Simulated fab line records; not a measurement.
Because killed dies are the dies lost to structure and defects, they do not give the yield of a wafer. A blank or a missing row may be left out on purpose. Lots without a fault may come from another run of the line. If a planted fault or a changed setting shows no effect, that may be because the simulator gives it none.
fab line records	flow sky130
record lots=9	wafers=27	last_day=47
route steps=708 shown VT_ADJUST_LVTN@115 VT_ADJUST_HVTR@141 VT_ADJUST_PCH@150 SONOS_TUNNEL@164 PAD_OPEN@708
lots with no fault: from the same line, run without faults
start_h: start of the lot's first displayed wafer, in hours after the record's first day	wait_h: hours since the lot's step before	" as in the row above	L1.1+2: a row that stands for several wafers	- value missing, or start not given	* or withheld: withheld	< > ~ a bound
route shown NAME@n: a module of which the file shows steps, and the number in the route of the first	usual: mean and standard deviation over wafers with no fault	same: alike in all rows	chamber/n: place in a boat	sites: each site's reading	_std_site: standard deviation of those values	_edge_site: the outer-site mean with the inner-site mean subtracted	radius_mm: for every site, how far away it sits from the centre of the wafer	mask NAME#n: copy n	behind: the tool/chamber that last shaped the wafer	hold: cause of the lot's hold/its duration in hours/its outcome	device: the n, p or np transistor that did not switch	end of line: the same wafers' tests at the end of the route	where a step has no rows: the recipe by itself	killed: count of dies lost to structure and defects at first sort (not the wafer's yield)	map: dies across one wafer; x = killed, . = not, _ = none there
set.NAME: the setting as run; set.NAME@STEP: as run at that earlier step	model.NAME: the simulator's own value behind a step, which no gauge read
steps of the route over a sample of lots; a table a step, a row a wafer
services: a tool's chamber out of use, with start hour (start_h, from the record's first day; less than 0 if before it), hours out, and reason
## steps
# step SKY_VT_ADJUST_LVTN_OVL_MEAS_18
# usual VT_ADJUST_LVTN_01_OVL=-0.6/1.4
lot.wafer	tool	chamber	start_h	wait_h	VT_ADJUST_LVTN_01_OVL[nm]
L240.3	overlay-02	-	161.97	0.1	-0.3
L240.4	"	-	"	"	0.3
L240.6	"	-	"	"	-1.6
L241.1	overlay-01	-	169.39	0.1	0.7
L241.3	"	-	"	"	0.3
L241.5	"	-	"	"	0.5
L242.4	overlay-02	-	178.21	0.1	-0.8
L242.5	"	-	"	"	-0.5
L242.6	"	-	"	"	-3.0
L243.1	overlay-02	-	182.74	0.1	0.3
L243.2	"	-	"	"	-1.9
L243.4	"	-	"	"	-3.2
L244.1	overlay-01	-	187.74	0.1	-3.2
L244.3	"	-	"	"	-1.8
L244.6	"	-	"	"	-1.0
L245.1	overlay-02	-	193.79	0.1	0.8
L245.2	"	-	"	"	-0.6
L245.5	"	-	"	"	-0.9
L246.1	overlay-02	-	201.41	0.1	-1.3
L246.3	"	-	"	"	0.2
L246.4	"	-	"	"	0.9
L247.1	overlay-01	-	207.11	0.1	-0.3
L247.2	"	-	"	"	1.1
L247.3	"	-	"	"	1.5
L249.1	overlay-01	-	222.06	0.1	1.6
L249.2	"	-	"	"	0.4
L249.6	"	-	"	"	0.9
# step SKY_VT_ADJUST_HVTR_STRIP_10
# recipe chemistry=O2/N2	power_w=1400	pressure_mtorr=1500	platen_temp_c=withheld	o2_flow_sccm=3000	n2_flow_sccm=300	overash_fraction=0.5
# usual drypump_motor_current_A=5.7/0.65	oes_product_au=0.716/0.0046	strip_time_to_endpoint_s=14.17/0.037
# same overash_fraction=0.5
lot.wafer	tool	chamber	start_h	wait_h	drypump_motor_current_A	oes_product_au	rf_hours_counter_h	strip_time_to_endpoint_s
L240.3	plasma_asher-02	0	202.63	0.1	5.0	0.720	-	14.14
L240.4	"	1	"	"	6.1	0.726	-	14.15
L240.6	"	0	"	"	4.9	0.715	-	14.13
L241.1	plasma_asher-02	0	211.38	0.1	5.0	0.713	54	14.19
L241.3	"	1	"	"	6.1	0.715	-	14.19
L241.5	"	0	"	"	5.0	0.722	-	14.19
L242.4	plasma_asher-04	0	220.66	0.1	6.6	0.712	-	14.20
L242.5	"	0	"	"	6.6	0.721	-	14.23
L242.6	"	1	"	"	5.8	0.716	-	14.24
L243.1	plasma_asher-04	1	226.77	0.1	5.8	0.714	10	14.15
L243.2	"	0	"	"	6.6	0.716	10	14.15
L243.4	"	0	"	"	6.6	0.716	-	14.12
L244.1	plasma_asher-01	0	232.14	0.1	5.2	0.714	42	14.26
L244.3	"	0	"	"	5.2	0.720	-	14.18
L244.6	"	1	"	"	4.9	0.723	-	14.24
L245.1	plasma_asher-04	1	238.08	0.1	5.8	0.716	11	14.19
L245.2	"	0	"	"	6.6	0.713	11	14.16
L245.5	"	1	"	"	5.8	0.724	-	14.19
L246.1	plasma_asher-01	0	246.24	0.1	5.2	0.710	43	14.20
L246.3	"	0	"	"	5.2	0.714	-	14.21
L246.4	"	1	"	"	4.8	0.716	-	14.21
L247.1	plasma_asher-02	0	253.48	0.1	5.0	0.719	58	14.17
L247.2	"	1	"	"	6.1	0.719	58	14.21
L247.3	"	1	"	"	6.1	0.720	-	14.15
L249.1	plasma_asher-02	1	269.24	0.1	6.1	0.715	60	14.16
L249.2	"	0	"	"	5.0	0.718	60	14.15
L249.6	"	0	"	"	5.0	0.720	-	14.06
# step SKY_VT_ADJUST_PCH_OVL_MEAS_07
# usual VT_ADJUST_PCH_OVL=0.4/1.4
lot.wafer	tool	chamber	start_h	wait_h	VT_ADJUST_PCH_OVL[nm]
L240.3	overlay-01	-	225.05	-	1.2
L240.4	"	-	"	"	-0.3
L240.6	"	-	"	"	1.2
L241.1	overlay-01	-	233.84	-	0.6
L241.3	"	-	"	"	-0.7
L241.5	"	-	"	"	-0.3
L242.4	overlay-02	-	242.94	-	1.8
L242.5	"	-	"	"	0.4
L242.6	"	-	"	"	-0.2
L243.1	overlay-02	-	249.99	-	-0.9
L243.2	"	-	"	"	-0.7
L243.4	"	-	"	"	-0.8
L244.1	overlay-02	-	255.67	-	-1.7
L244.3	"	-	"	"	1.0
L244.6	"	-	"	"	0.3
L245.1	overlay-01	-	261.79	-	-1.0
L245.2	"	-	"	"	-1.5
L245.5	"	-	"	"	0.6
L246.1	overlay-02	-	269.79	-	-0.6
L246.3	"	-	"	"	0.6
L246.4	"	-	"	"	-0.6
L247.1	overlay-02	-	278.09	-	-0.2
L247.2	"	-	"	"	-0.6
L247.3	"	-	"	"	0.0
L249.1	overlay-02	-	293.19	-	-2.1
L249.2	"	-	"	"	0.3
L249.6	"	-	"	"	-1.6
# step SKY_SONOS_TUNNEL_WET_ETCH_10
# recipe chemistry=dHF	target_depth_nm=14	target=SiO2	dilution=100:1	temp_c=25	time_s=280
# usual bath_heat_duty_pct=6.5/1.1	run_length_s=309/3.9
lot.wafer	tool	chamber	start_h	wait_h	bath_heat_duty_pct	run_length_s
L240.3	wet_bench-02	3	247.79	0.1	8.0	306
L240.4	"	3	"	"	7.2	306
L240.6	"	3	"	"	7.6	306
L241.1	wet_bench-04	0	257.15	0.1	5.8	307
L241.3	"	0	"	"	5.9	307
L241.5	"	0	"	"	6.2	307
L242.4	wet_bench-02	1	267.64	0.1	4.4	315
L242.5	"	1	"	"	5.1	315
L242.6	"	1	"	"	5.3	315
L243.1	wet_bench-01	0	274.39	0.1	8.9	315
L243.2	"	0	"	"	8.9	315
L243.4	"	0	"	"	7.4	315
L244.1	wet_bench-04	3	280.44	0.1	6.6	307
L244.3	"	3	"	"	7.1	307
L244.6	"	3	"	"	6.2	307
L245.1	wet_bench-01	0	286.42	0.1	-	-
L245.2	"	0	"	"	-	-
L245.5	"	0	"	"	-	-
L246.1	wet_bench-01	3	295.11	0.1	-	-
L246.3	"	3	"	"	-	-
L246.4	"	3	"	"	-	-
L247.1	wet_bench-04	0	302.70	0.1	-	-
L247.2	"	0	"	"	-	-
L247.3	"	0	"	"	-	-
L249.1	wet_bench-01	1	319.49	0.1	6.3	303
L249.2	"	1	"	"	6.8	303
L249.6	"	1	"	"	8.1	303
# step SKY_PAD_OPEN_PROBE_99
# usual killed_at_M0_to_M3=42/5.8	killed_at_M4_up=3.0/2	killed_at_contacts=24/5.5	killed_at_front_end=15/3.9	killed_at_other=0.3/0.54	killed_dies=85/8.8	killed_on_rim=16/3.7	killed_open=47/6.8	killed_short=38/5.9
# same gross_dies=492	killed_at_back_side=0
lot.wafer	tool	chamber	start_h	wait_h	killed_at_M0_to_M3	killed_at_M4_up	killed_at_contacts	killed_at_front_end	killed_at_other	killed_dies	killed_on_rim	killed_open	killed_short
L241.1	prober-02	-	1088.62	0.1	46	4	15	22	1	88	15	54	34
L241.3	prober-02	-	1088.72	0.2	52	1	26	17	0	96	19	52	44
L241.5	prober-02	-	1088.82	0.2	48	1	24	17	0	90	28	53	37
L243.1	prober-02	-	1097.34	0.1	42	2	22	11	0	77	19	46	31
L243.2	prober-02	-	1097.39	0.1	42	5	21	13	0	81	14	46	35
L243.4	prober-02	-	1097.49	0.2	37	2	21	17	0	77	16	48	29
L245.1	prober-02	-	1120.33	0.1	42	2	26	422	0	492	96	41	45
L245.2	prober-02	-	1120.38	0.1	36	2	24	430	0	492	96	46	31
L245.5	prober-02	-	1120.53	0.2	43	3	18	427	1	492	96	38	39
L246.1	prober-01	-	1122.94	0.1	51	5	29	407	0	492	96	58	46
L246.3	prober-01	-	1123.04	0.2	38	7	36	411	0	492	96	52	46
L246.4	prober-01	-	1123.09	0.2	50	3	32	407	0	492	96	59	38
L247.1	prober-02	-	1125.42	0.1	44	7	28	412	1	492	96	57	36
L247.2	prober-02	-	1125.47	0.1	40	0	14	437	1	492	96	43	32
L247.3	prober-02	-	1125.52	0.2	44	1	34	412	1	492	96	53	41
L249.1	prober-02	-	1139.49	0.1	47	3	24	11	0	85	14	45	39
L249.2	prober-02	-	1139.54	0.1	47	3	30	15	0	95	21	48	47
L249.6	prober-02	-	1139.74	0.2	46	2	29	14	0	91	17	54	37
# killed by level:class
L241.1 VIA1:geometric_particle:open=13 VIA3:geometric_particle:open=10 POLY_GATE:geometric_particle:open=8 VIA2:geometric_particle:open=7 CONTACT:geometric_particle:open=6 METAL2:geometric_particle:short=5 FIELD_ISO:geometric_particle:short=4 FIELD_ISO:geometric_particle:open=4
L241.3 VIA1:geometric_particle:open=12 VIA1:geometric_particle:short=12 CONTACT:geometric_particle:open=10 LI_CONTACT:geometric_particle:open=9 METAL1:geometric_particle:short=9 VIA2:geometric_particle:open=7 POLY_GATE:geometric_particle:open=6 POLY_GATE:geometric_particle:short=6
L241.5 VIA1:geometric_particle:open=12 VIA3:geometric_particle:open=8 CONTACT:geometric_particle:open=7 VIA2:geometric_particle:open=7 POLY_GATE:geometric_particle:short=6 POLY_GATE:geometric_particle:open=5 LI_CONTACT:geometric_particle:open=5 CONTACT:geometric_particle:short=5
L243.1 VIA1:geometric_particle:open=10 CONTACT:geometric_particle:open=9 VIA3:geometric_particle:open=8 CONTACT:geometric_particle:short=6 VIA2:geometric_particle:open=6 LI_CONTACT:geometric_particle:open=4 METAL1:geometric_particle:short=4 METAL2:geometric_particle:short=4
L243.2 VIA1:geometric_particle:open=11 CONTACT:geometric_particle:open=9 VIA3:geometric_particle:open=7 METAL1:geometric_particle:short=5 VIA1:geometric_particle:short=5 LOCAL_INTERCONNECT:geometric_particle:short=4 LI_CONTACT:geometric_particle:open=4 METAL1:geometric_particle:open=4
L243.4 VIA1:geometric_particle:open=10 CONTACT:geometric_particle:open=9 FIELD_ISO:geometric_particle:short=6 VIA3:geometric_particle:open=6 VIA2:geometric_particle:open=6 LOCAL_INTERCONNECT:geometric_particle:short=4 VIA1:geometric_particle:short=4 FIELD_ISO:geometric_particle:open=3
L245.1 SONOS_TUNNEL:area_etch=406 CONTACT:geometric_particle:open=13 VIA2:geometric_particle:open=7 METAL2:geometric_particle:short=6 VIA3:geometric_particle:open=6 FIELD_ISO:geometric_particle:short=5 POLY_GATE:geometric_particle:short=5 CONTACT:geometric_particle:short=5
L245.2 SONOS_TUNNEL:area_etch=415 CONTACT:geometric_particle:open=9 VIA2:geometric_particle:open=7 METAL2:geometric_particle:short=6 LI_CONTACT:geometric_particle:open=6 VIA1:geometric_particle:open=6 METAL3:geometric_particle:short=5 VIA3:geometric_particle:open=5
L245.5 SONOS_TUNNEL:area_etch=414 CONTACT:geometric_particle:open=10 VIA1:geometric_particle:open=9 METAL2:geometric_particle:short=7 VIA2:geometric_particle:short=6 VIA3:geometric_particle:open=5 FIELD_ISO:geometric_particle:short=4 METAL1:geometric_particle:short=4
L246.1 SONOS_TUNNEL:area_etch=388 LI_CONTACT:geometric_particle:open=12 VIA1:geometric_particle:open=11 FIELD_ISO:geometric_particle:short=10 CONTACT:geometric_particle:open=10 METAL2:geometric_particle:short=8 VIA2:geometric_particle:open=8 METAL1:geometric_particle:short=6
L246.3 SONOS_TUNNEL:area_etch=394 LI_CONTACT:geometric_particle:open=14 VIA3:geometric_particle:open=9 LOCAL_INTERCONNECT:geometric_particle:short=7 VIA1:geometric_particle:open=7 CONTACT:geometric_particle:short=6 CONTACT:geometric_particle:open=6 FIELD_ISO:geometric_particle:open=5
L246.4 SONOS_TUNNEL:area_etch=395 VIA1:geometric_particle:open=18 CONTACT:geometric_particle:open=10 VIA2:geometric_particle:open=10 LI_CONTACT:geometric_particle:open=7 LOCAL_INTERCONNECT:geometric_particle:short=7 CONTACT:geometric_particle:short=6 METAL3:geometric_particle:short=6
L247.1 SONOS_TUNNEL:area_etch=398 LI_CONTACT:geometric_particle:open=14 VIA1:geometric_particle:open=10 CONTACT:geometric_particle:open=7 VIA2:geometric_particle:open=7 METAL2:geometric_particle:short=5 VIA2:geometric_particle:short=5 VIA3:geometric_particle:open=5
L247.2 SONOS_TUNNEL:area_etch=417 VIA3:geometric_particle:open=9 VIA1:geometric_particle:open=7 FIELD_ISO:geometric_particle:short=6 POLY_GATE:geometric_particle:open=5 VIA3:geometric_particle:short=5 FIELD_ISO:geometric_particle:open=4 LI_CONTACT:geometric_particle:open=4
L247.3 SONOS_TUNNEL:area_etch=397 LI_CONTACT:geometric_particle:open=12 VIA1:geometric_particle:open=11 CONTACT:geometric_particle:open=10 VIA2:geometric_particle:open=7 VIA1:geometric_particle:short=6 METAL1:geometric_particle:short=5 LI_CONTACT:geometric_particle:short=5
L249.1 VIA1:geometric_particle:open=9 VIA3:geometric_particle:open=8 LI_CONTACT:geometric_particle:open=7 METAL1:geometric_particle:short=7 CONTACT:geometric_particle:open=6 LI_CONTACT:geometric_particle:short=5 VIA2:geometric_particle:open=5 VIA1:geometric_particle:short=4
L249.2 VIA2:geometric_particle:open=11 FIELD_ISO:geometric_particle:open=7 LOCAL_INTERCONNECT:geometric_particle:short=7 LI_CONTACT:geometric_particle:open=7 METAL1:geometric_particle:short=7 VIA3:geometric_particle:open=7 CONTACT:geometric_particle:short=6 CONTACT:geometric_particle:open=6
L249.6 VIA3:geometric_particle:open=15 CONTACT:geometric_particle:open=12 CONTACT:geometric_particle:short=6 VIA1:geometric_particle:open=6 VIA2:geometric_particle:open=6 LI_CONTACT:geometric_particle:open=5 METAL1:geometric_particle:short=5 METAL3:geometric_particle:short=4
## services
tool	chamber	start_h	hours	kind
wet_bench-02	-	199.91	2.3	repair
wet_bench-01	-	249.40	1.9	pm
plasma_asher-04	-	264.38	10.5	repair
wet_bench-02	-	270.25	3.5	repair
## key
first_sign step=SKY_SONOS_TUNNEL_WET_ETCH_10	reading=tool_record	direction=missing
effect step=SKY_PAD_OPEN_PROBE_99	reading=killed_at_front_end	direction=up	sigmas=99+	usual=15	struck=418
more_kills_born_at SKY_SONOS_TUNNEL_WET_ETCH_10@wet_bench-01=2412	SKY_SONOS_TUNNEL_WET_ETCH_10@wet_bench-04=1212
met_at SKY_SONOS_TUNNEL_WET_ETCH_10
struck_lots L245,L246,L247
later_rows_left_out L245.1,L245.2,L245.5,L246.1,L246.3,L246.4,L247.1,L247.2,L247.3
tester_left_out L245,L246,L247
not_acting_at SKY_VT_ADJUST_LVTN_OVL_MEAS_18,SKY_VT_ADJUST_HVTR_STRIP_10,SKY_VT_ADJUST_PCH_OVL_MEAS_07
onset_between 280.44 286.42
fault kind=skipped_step_whole	tool=wet_bench-01,wet_bench-04	chamber=-	onset_h=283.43	steps=SKY_SONOS_TUNNEL_WET_ETCH_10	scope=struck_lots_only
# tester_left_out: of these lots the tester's yield and bins aren't shown, on N5 and GAA mostly nor the transistor test; their killed dies are dies lost to structure and defects alone, not to doping, threshold or leakage, so they don't give the yield
# later_rows_left_out: the simulator's readings of these wafers behind a module that went badly wrong aren't trusted and aren't shown, but for the sort
